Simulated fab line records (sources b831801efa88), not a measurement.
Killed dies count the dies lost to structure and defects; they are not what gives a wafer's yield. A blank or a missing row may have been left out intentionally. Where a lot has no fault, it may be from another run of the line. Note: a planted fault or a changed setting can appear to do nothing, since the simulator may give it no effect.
fab line records | flow sky130
record: lots: 5 wafers: 15 last_day: 50
route steps=708 shown NWELL@33 DNWELL@35 PWDE@45
lots that met no fault: from a run of the same line without faults
start_h: hours from the record's first day to the start of the lot's first wafer shown | wait_h: hours from the lot's prior step to this one | " unchanged from the row above | L1.1+2: several wafers, shown together as one row | - either no value or no given start | * or withheld: withheld | < > ~ a bound
route shown NAME@n: NAME is a module with steps in the file, n the number in the route of the first one | usual: mean/standard deviation taken from wafers without a fault | same: alike in all rows | chamber/n: place in a boat | sites: the reading at each site | _std_site: the standard deviation of these | _edge_site: the outer-site mean with the inner-site mean subtracted | radius_mm: how far each site lies from the wafer's centre | mask NAME#n: copy n | behind: the last tool/chamber to shape the wafer | hold: reason for holding the lot/hours on hold/outcome of the hold | device: names the non-switching transistor (n, p or np) | end of line: at the end of the route, the tests of the same wafers | for a step that has no rows: nothing shown but its recipe | killed: count of dies lost to structure and defects at first sort (not the wafer's yield) | map: a wafer's dies, marking killed ones x, the rest . and places with no die _
set.NAME: the setting that was run; set.NAME@STEP: the one run at that earlier step | model.NAME: the simulator's own value behind a step, which no gauge read
lots at selected steps of the route; one table per step, one row per wafer
services: when a tool's chamber went out of use (start_h, in hours from the record's first day, below 0 if earlier), for how many hours, and the reason
== steps ==
step: SKY_NWELL_OXIDATION_01
recipe: temp_c: 900 ambient: O2 stabilise_s: 600 purge_s: 300 target_thk_a: 100 ox_time_s: 1418
columns lot.wafer tool chamber start_h wait_h
L081.1+3+4 furnace-01 0 71.79 0.5
L086.3+5+6 furnace-02 0 101.87 3.2
L092.1+2+6 furnace-01 0 134.51 1.7
L093.1+2+3 furnace-02 0 140.19 1.9
L094.1+2+6 furnace-02 0 146.26 0.7
step: SKY_NWELL_THK_MEAS_02
recipe: reads: SiO2_of_NWELL_OXIDATION_01
usual: NWELL_OXIDATION_THK: 10.05/0.17
columns lot.wafer tool chamber start_h wait_h NWELL_OXIDATION_THK[nm]
L081.1 film_metro-03 - 73.19 0.0 9.97
L081.3 " - " " 9.98
L081.4 " - " " 9.90
L086.3 film_metro-03 - 103.28 0.0 9.83
L086.5 " - " " 9.74
L086.6 " - " " 9.61
L092.1 film_metro-03 - 135.90 0.0 10.25
L092.2 " - " " 10.22
L092.6 " - " " 10.12
L093.1 film_metro-02 - 141.59 0.0 9.96
L093.2 " - " " 10.00
L093.3 " - " " 10.08
L094.1 film_metro-03 - 147.66 0.0 9.89
L094.2 " - " " 9.91
L094.6 " - " " 9.87
step: SKY_DNWELL_DEHYDRATE_00
recipe: temp_c: 200 time_s: 60
columns lot.wafer tool chamber start_h wait_h
L081.1+3+4 litho_track-01 0 81.93 8.7
L086.3+5+6 litho_track-03 0 111.89 8.6
L092.1+2+6 litho_track-03 0 145.39 9.5
L093.1+2+3 litho_track-01 0 149.98 8.4
L094.1+2+6 litho_track-01 0 156.98 9.3
step: SKY_DNWELL_HMDS_01
recipe: prime_time_s: 60 prime_temp_c: 120
columns lot.wafer tool chamber start_h wait_h
L081.1+3+4 litho_track-01 0 82.08 0.1
L086.3+5+6 litho_track-03 0 112.04 0.1
L092.1+2+6 litho_track-03 0 145.54 0.1
L093.1+2+3 litho_track-01 0 150.13 0.1
L094.1+2+6 litho_track-01 0 157.13 0.1
step: SKY_DNWELL_COAT_02
recipe: spin_rpm: 2000 resist_thk_nm: 3000
usual: spin_speed_rpm: 1999.9/1.5
columns lot.wafer tool chamber start_h wait_h spin_speed_rpm
L081.1 litho_track-01 0 82.23 0.1 2000.5
L081.3 " 0 " " 2000.0
L081.4 " 0 " " 1999.4
L086.3 litho_track-03 0 112.19 0.1 1999.1
L086.5 " 0 " " 1998.7
L086.6 " 0 " " 1997.0
L092.1 litho_track-03 0 145.69 0.1 1999.3
L092.2 " 0 " " 1998.8
L092.6 " 0 " " 2000.3
L093.1 litho_track-01 0 150.28 0.1 2000.6
L093.2 " 0 " " 2000.2
L093.3 " 0 " " 2001.4
L094.1 litho_track-01 0 157.28 0.1 1998.9
L094.2 " 0 " " 2000.9
L094.6 " 0 " " 2000.2
step: SKY_DNWELL_SOFTBAKE_03
recipe: temp_c: 110 time_s: withheld
columns lot.wafer tool chamber start_h wait_h
L081.1+3+4 litho_track-01 0 82.38 0.1
L086.3+5+6 litho_track-03 0 112.36 0.1
L092.1+2+6 litho_track-03 0 145.84 0.1
L093.1+2+3 litho_track-01 0 150.43 0.1
L094.1+2+6 litho_track-01 0 157.43 0.1
step: SKY_DNWELL_EXPOSE_04
recipe: mask_id: DNM na: 0.57 target_cd_nm: 3000 dose_mj: 222
columns lot.wafer tool chamber start_h wait_h mask
L081.1+3+4 iline_stepper-02 0 - - DNM#0
L086.3+5+6 iline_stepper-01 0 - - DNM#0
L092.1+2+6 iline_stepper-01 0 - - DNM#0
L093.1+2+3 iline_stepper-02 0 - - DNM#0
L094.1+2+6 iline_stepper-02 0 - - DNM#0
step: SKY_DNWELL_PEB_05
recipe: temp_c: 115 time_s: withheld
columns lot.wafer tool chamber start_h wait_h
L081.1+3+4 litho_track-03 0 - -
L086.3+5+6 litho_track-01 0 - -
L092.1+2+6 litho_track-03 0 - -
L093.1+2+3 litho_track-03 0 - -
L094.1+2+6 litho_track-02 0 - -
step: SKY_DNWELL_DEVELOP_06
recipe: wall_angle_deg: 90 developer: TMAH develop_time_s: 60 dev_temp_c: 23
same: develop_time_s: 60
columns lot.wafer tool chamber start_h wait_h
L081.1+3+4 litho_track-03 0 - -
L086.3+5+6 litho_track-01 0 - -
L092.1+2+6 litho_track-03 0 - -
L093.1+2+3 litho_track-03 0 - -
L094.1+2+6 litho_track-02 0 - -
step: SKY_DNWELL_IMPLANT_07
recipe: species: P energy_kev: withheld dose_cm2: withheld tilt_deg: withheld
same: implant_ion_amu: *
columns lot.wafer tool chamber start_h wait_h
L081.1+3+4 implanter-04 0 90.79 -
L086.3+5+6 implanter-04 0 122.18 -
L092.1+2+6 implanter-04 0 156.04 -
L093.1+2+3 implanter-01 0 161.09 -
L094.1+2+6 implanter-01 0 168.87 -
step: SKY_DNWELL_STRIP_08
recipe: chemistry: O2/N2 power_w: 1400 pressure_mtorr: 1500 platen_temp_c: withheld o2_flow_sccm: 3000 n2_flow_sccm: 300 overash_fraction: 0.5
usual: drypump_motor_current_A: 5.9/0.47 n2_flow_sccm: 299.9/0.98 oes_product_au: 0.722/0.0044 strip_time_to_endpoint_s: 36.91/0.09
columns lot.wafer tool chamber start_h wait_h drypump_motor_current_A n2_flow_sccm oes_product_au rf_hours_counter_h strip_time_to_endpoint_s
L081.1 plasma_asher-04 1 90.94 0.1 6.1 298.3 0.727 38 36.91
L081.3 " 1 " " 6.1 298.4 0.719 - 36.97
L081.4 " 0 " " 6.4 298.4 0.718 - 37.04
L086.3 plasma_asher-03 1 122.31 0.1 6.1 299.8 0.721 - 36.92
L086.5 " 1 " " 6.1 299.7 0.721 - 36.87
L086.6 " 0 " " 5.4 299.5 0.724 - 36.75
L092.1 plasma_asher-04 1 156.19 0.1 6.1 300.9 0.721 44 36.85
L092.2 " 0 " " 6.4 302.3 0.716 44 36.87
L092.6 " 1 " " 6.1 300.5 0.718 - 36.87
L093.1 plasma_asher-04 0 161.24 0.1 6.4 299.8 0.735 44 36.96
L093.2 " 1 " " 6.1 299.2 0.722 44 36.86
L093.3 " 0 " " 6.4 299.3 0.722 - 36.82
L094.1 plasma_asher-03 1 169.02 0.1 6.1 299.9 0.728 42 36.91
L094.2 " 0 " " 5.4 298.9 0.717 42 37.00
L094.6 " 0 " " 5.4 300.9 0.721 - 36.98
step: SKY_DNWELL_TW_MEAS_09
usual: DNWELL_TW: 1116/8.1
columns lot.wafer tool chamber start_h wait_h DNWELL_TW
L081.1 film_metro-02 - 91.04 0.1 1124
L081.3 " - " " 1128
L081.4 " - " " 1129
L086.3 film_metro-02 - 122.40 0.1 1110
L086.5 " - " " 1108
L086.6 " - " " 1107
L092.1 film_metro-01 - 156.29 0.1 1102
L092.2 " - " " 1110
L092.6 " - " " 1103
L093.1 film_metro-03 - 161.34 0.1 1111
L093.2 " - " " 1116
L093.3 " - " " 1109
L094.1 film_metro-03 - 169.12 0.1 1128
L094.2 " - " " 1130
L094.6 " - " " 1130
step: SKY_PWDE_DEHYDRATE_00
recipe: temp_c: 200 time_s: 60
columns lot.wafer tool chamber start_h wait_h
L081.1+3+4 litho_track-02 0 100.02 9.0
L086.3+5+6 litho_track-04 0 131.14 8.7
L092.1+2+6 litho_track-04 0 166.89 10.6
L093.1+2+3 litho_track-02 0 171.17 9.8
L094.1+2+6 litho_track-02 0 178.72 9.6
step: SKY_PWDE_HMDS_01
recipe: prime_time_s: 60 prime_temp_c: 120
columns lot.wafer tool chamber start_h wait_h
L081.1+3+4 litho_track-02 0 100.17 0.1
L086.3+5+6 litho_track-04 0 131.29 0.1
L092.1+2+6 litho_track-04 0 167.04 0.1
L093.1+2+3 litho_track-02 0 171.32 0.1
L094.1+2+6 litho_track-02 0 178.87 0.1
step: SKY_PWDE_COAT_02
recipe: spin_rpm: 2000 resist_thk_nm: 3000
usual: spin_speed_rpm: 2000.3/1.5
columns lot.wafer tool chamber start_h wait_h spin_speed_rpm
L081.1 litho_track-02 0 100.32 0.1 2000.8
L081.3 " 0 " " 2003.5
L081.4 " 0 " " 2000.4
L086.3 litho_track-04 0 131.44 0.1 2000.9
L086.5 " 0 " " 2000.8
L086.6 " 0 " " 2000.9
L092.1 litho_track-04 0 167.19 0.1 2000.3
L092.2 " 0 " " 2000.6
L092.6 " 0 " " 1999.9
L093.1 litho_track-02 0 171.47 0.1 1999.4
L093.2 " 0 " " 2000.9
L093.3 " 0 " " 2002.6
L094.1 litho_track-02 0 179.02 0.1 2000.2
L094.2 " 0 " " 2000.6
L094.6 " 0 " " 2000.8
step: SKY_PWDE_SOFTBAKE_03
recipe: temp_c: 110 time_s: withheld
columns lot.wafer tool chamber start_h wait_h
L081.1+3+4 litho_track-02 0 100.47 0.1
L086.3+5+6 litho_track-04 0 131.61 0.1
L092.1+2+6 litho_track-04 0 167.34 0.1
L093.1+2+3 litho_track-02 0 171.62 0.1
L094.1+2+6 litho_track-02 0 179.17 0.1
step: SKY_PWDE_EXPOSE_04
recipe: mask_id: PWDEM na: 0.6 source_shape: conventional sigma_outer: 0.6 polarization: unpolarized target_cd_nm: 840 dose_mj: 214
columns lot.wafer tool chamber start_h wait_h mask
L081.1+3+4 iline_stepper-01 0 - - PWDEM#0
L086.3+5+6 iline_stepper-02 0 - - PWDEM#0
L092.1+2+6 iline_stepper-02 0 - - PWDEM#0
L093.1+2+3 iline_stepper-02 0 - - PWDEM#0
L094.1+2+6 iline_stepper-01 0 - - PWDEM#0
step: SKY_PWDE_PEB_05
recipe: temp_c: 115 time_s: withheld
columns lot.wafer tool chamber start_h wait_h
L081.1+3+4 litho_track-02 0 - -
L086.3+5+6 litho_track-02 0 - -
L092.1+2+6 litho_track-04 0 - -
L093.1+2+3 litho_track-04 0 - -
L094.1+2+6 litho_track-03 0 - -
step: SKY_PWDE_DEVELOP_06
recipe: wall_angle_deg: 90 developer: TMAH develop_time_s: 60 dev_temp_c: 23
same: develop_time_s: 60
columns lot.wafer tool chamber start_h wait_h
L081.1+3+4 litho_track-02 0 - -
L086.3+5+6 litho_track-02 0 - -
L092.1+2+6 litho_track-04 0 - -
L093.1+2+3 litho_track-04 0 - -
L094.1+2+6 litho_track-03 0 - -
step: SKY_PWDE_OVL_MEAS_07
usual: PWDE_OVL: 0.7/1.4
columns lot.wafer tool chamber start_h wait_h PWDE_OVL[nm]
L081.1 overlay-02 - 109.67 - -0.1
L081.3 " - " " -0.9
L081.4 " - " " -0.8
L086.3 overlay-01 - 141.43 - -0.1
L086.5 " - " " -0.3
L086.6 " - " " 1.2
L092.1 overlay-02 - 177.59 - -0.7
L092.2 " - " " -1.5
L092.6 " - " " -3.3
L093.1 overlay-02 - 183.04 - 0.4
L093.2 " - " " 0.5
L093.3 " - " " 0.1
L094.1 overlay-01 - 190.79 - 0.3
L094.2 " - " " 0.1
L094.6 " - " " 0.5
step: SKY_PWDE_IMPLANT_08
recipe: species: B energy_kev: 150 dose_cm2: 3.6e+12 tilt_deg: withheld
same: implant_ion_amu: 11
columns lot.wafer tool chamber start_h wait_h
L081.1+3+4 implanter-04 0 109.70 0.0
L086.3+5+6 implanter-03 0 141.50 0.1
L092.1+2+6 implanter-02 0 177.63 0.0
L093.1+2+3 implanter-04 0 183.08 0.0
L094.1+2+6 implanter-04 0 190.83 0.0
step: SKY_PWDE_STRIP_09
recipe: chemistry: O2/N2 power_w: 1400 pressure_mtorr: 1500 platen_temp_c: withheld o2_flow_sccm: 3000 n2_flow_sccm: 300 overash_fraction: 0.5
usual: drypump_motor_current_A: 5.6/0.5 n2_flow_sccm: 300.1/0.89 oes_product_au: 0.722/0.0047 strip_time_to_endpoint_s: 36.89/0.11
columns lot.wafer tool chamber start_h wait_h drypump_motor_current_A n2_flow_sccm oes_product_au rf_hours_counter_h strip_time_to_endpoint_s
L081.1 plasma_asher-02 0 109.85 0.1 5.5 300.3 0.717 32 36.83
L081.3 " 1 " " 5.2 299.7 0.724 - 36.94
L081.4 " 0 " " 5.4 301.4 0.720 - 36.90
L086.3 plasma_asher-01 1 141.64 0.1 5.8 298.6 0.718 - 36.90
L086.5 " 0 " " 5.0 300.3 0.729 - 36.93
L086.6 " 1 " " 5.8 300.1 0.721 - 36.97
L092.1 plasma_asher-01 0 177.78 0.1 5.0 299.6 0.715 6 37.10
L092.2 " 1 " " 5.8 300.4 0.724 6 36.99
L092.6 " 1 " " 5.9 300.9 0.724 - 36.88
L093.1 plasma_asher-01 1 183.23 0.1 5.8 297.5 0.726 6 36.93
L093.2 " 0 " " 5.0 300.3 0.726 6 37.00
L093.3 " 0 " " 5.0 299.8 0.724 - 36.89
L094.1 plasma_asher-02 0 190.98 0.1 5.5 300.7 0.720 40 36.79
L094.2 " 1 " " 5.2 299.7 0.727 40 36.80
L094.6 " 1 " " 5.2 300.4 0.716 - 36.70
step: SKY_PWDE_TW_MEAS_10
usual: PWDE_TW: 375.2/2.1
columns lot.wafer tool chamber start_h wait_h PWDE_TW
L081.1 film_metro-02 - 109.95 0.1 378.8
L081.3 " - " " 378.1
L081.4 " - " " 378.1
L086.3 film_metro-01 - 141.72 0.1 371.3
L086.5 " - " " 371.2
L086.6 " - " " 371.3
L092.1 film_metro-02 - 177.88 0.1 375.4
L092.2 " - " " 374.2
L092.6 " - " " 374.6
L093.1 film_metro-03 - 183.33 0.1 375.3
L093.2 " - " " 374.8
L093.3 " - " " 376.1
L094.1 film_metro-03 - 191.08 0.1 374.4
L094.2 " - " " 374.3
L094.6 " - " " 375.7
step: SKY_NWELL_DEHYDRATE_03
recipe: temp_c: 200 time_s: 60
columns lot.wafer tool chamber start_h wait_h
L081.1+3+4 litho_track-01 0 118.93 9.0
L086.3+5+6 litho_track-04 0 150.64 8.9
L092.1+2+6 litho_track-03 0 188.54 10.7
L093.1+2+3 litho_track-01 0 194.38 11.0
L094.1+2+6 litho_track-04 0 200.44 9.4
step: SKY_NWELL_HMDS_04
recipe: prime_time_s: 60 prime_temp_c: 120
columns lot.wafer tool chamber start_h wait_h
L081.1+3+4 litho_track-01 0 119.08 0.1
L086.3+5+6 litho_track-04 0 150.79 0.1
L092.1+2+6 litho_track-03 0 188.69 0.1
L093.1+2+3 litho_track-01 0 194.53 0.1
L094.1+2+6 litho_track-04 0 200.59 0.1
step: SKY_NWELL_COAT_05
recipe: spin_rpm: 2000 resist_thk_nm: 3000
usual: spin_speed_rpm: 2000.2/1.4
columns lot.wafer tool chamber start_h wait_h spin_speed_rpm
L081.1 litho_track-01 0 119.23 0.1 1999.7
L081.3 " 0 " " 1998.1
L081.4 " 0 " " 2000.1
L086.3 litho_track-04 0 150.94 0.1 2001.6
L086.5 " 0 " " 1999.6
L086.6 " 0 " " 2001.7
L092.1 litho_track-03 0 188.84 0.1 1995.5
L092.2 " 0 " " 2000.8
L092.6 " 0 " " 1998.0
L093.1 litho_track-01 0 194.68 0.1 2001.6
L093.2 " 0 " " 2000.3
L093.3 " 0 " " 2000.4
L094.1 litho_track-04 0 200.74 0.1 1999.9
L094.2 " 0 " " 2001.4
L094.6 " 0 " " 2000.1
step: SKY_NWELL_SOFTBAKE_06
recipe: temp_c: 110 time_s: withheld
columns lot.wafer tool chamber start_h wait_h
L081.1+3+4 litho_track-01 0 119.38 0.1
L086.3+5+6 litho_track-04 0 151.11 0.1
L092.1+2+6 litho_track-03 0 188.99 0.1
L093.1+2+3 litho_track-01 0 194.83 0.1
L094.1+2+6 litho_track-04 0 200.89 0.1
step: SKY_NWELL_EXPOSE_07
recipe: mask_id: NWM na: 0.6 source_shape: conventional sigma_outer: 0.6 polarization: unpolarized target_cd_nm: 840 dose_mj: 255
columns lot.wafer tool chamber start_h wait_h mask
L081.1+3+4 iline_stepper-01 0 - - NWM#0
L086.3+5+6 iline_stepper-01 0 - - NWM#0
L092.1+2+6 iline_stepper-02 0 - - NWM#0
L093.1+2+3 iline_stepper-02 0 - - NWM#0
L094.1+2+6 iline_stepper-01 0 - - NWM#0
step: SKY_NWELL_PEB_08
recipe: temp_c: 115 time_s: withheld
columns lot.wafer tool chamber start_h wait_h
L081.1+3+4 litho_track-04 0 - -
L086.3+5+6 litho_track-01 0 - -
L092.1+2+6 litho_track-01 0 - -
L093.1+2+3 litho_track-04 0 - -
L094.1+2+6 litho_track-01 0 - -
step: SKY_NWELL_DEVELOP_09
recipe: wall_angle_deg: 90 developer: TMAH develop_time_s: 60 dev_temp_c: 23
same: develop_time_s: 60
columns lot.wafer tool chamber start_h wait_h
L081.1+3+4 litho_track-04 0 - -
L086.3+5+6 litho_track-01 0 - -
L092.1+2+6 litho_track-01 0 - -
L093.1+2+3 litho_track-04 0 - -
L094.1+2+6 litho_track-01 0 - -
step: SKY_NWELL_OVL_MEAS_10
usual: NWELL_00_OVL: -0.9/1.2
columns lot.wafer tool chamber start_h wait_h NWELL_00_OVL[nm]
L081.1 overlay-02 - 128.34 - -1.8
L081.3 " - " " -1.9
L081.4 " - " " -1.5
L086.3 overlay-01 - 162.09 - -1.0
L086.5 " - " " -2.9
L086.6 " - " " -1.7
L092.1 overlay-01 - 199.93 - -2.0
L092.2 " - " " -0.6
L092.6 " - " " -1.6
L093.1 overlay-02 - 205.89 - -2.3
L093.2 " - " " -2.3
L093.3 " - " " -2.4
L094.1 overlay-01 - 212.53 - -0.4
L094.2 " - " " -0.5
L094.6 " - " " -1.3
== services ==
columns tool chamber start_h hours kind
iline_stepper-01 - 54.62 13.6 repair
plasma_asher-03 - 69.10 0.9 repair
furnace-01 - 76.52 4.2 pm
implanter-02 - 77.05 5.1 pm
implanter-02 - 98.30 71.4 pm
plasma_asher-01 - 108.75 9.0 pm
plasma_asher-01 0 108.75 9.0 vent_cycle
plasma_asher-01 1 108.75 9.0 vent_cycle
implanter-03 - 108.96 0.9 repair
plasma_asher-01 0 117.75 - clean
plasma_asher-01 1 117.75 - clean
furnace-01 - 124.56 4.3 pm
implanter-03 - 126.17 3.8 repair
furnace-02 - 133.53 3.7 pm
implanter-04 - 161.18 2.4 pm
iline_stepper-02 - 167.99 0.6 repair
furnace-01 - 174.38 2.0 repair
furnace-01 - 179.92 4.7 repair
plasma_asher-02 - 181.92 0.7 repair
plasma_asher-02 - 197.13 12.9 repair
iline_stepper-01 - 202.87 2.1 repair
implanter-04 - 210.68 19.3 pm
== key ==
fault none
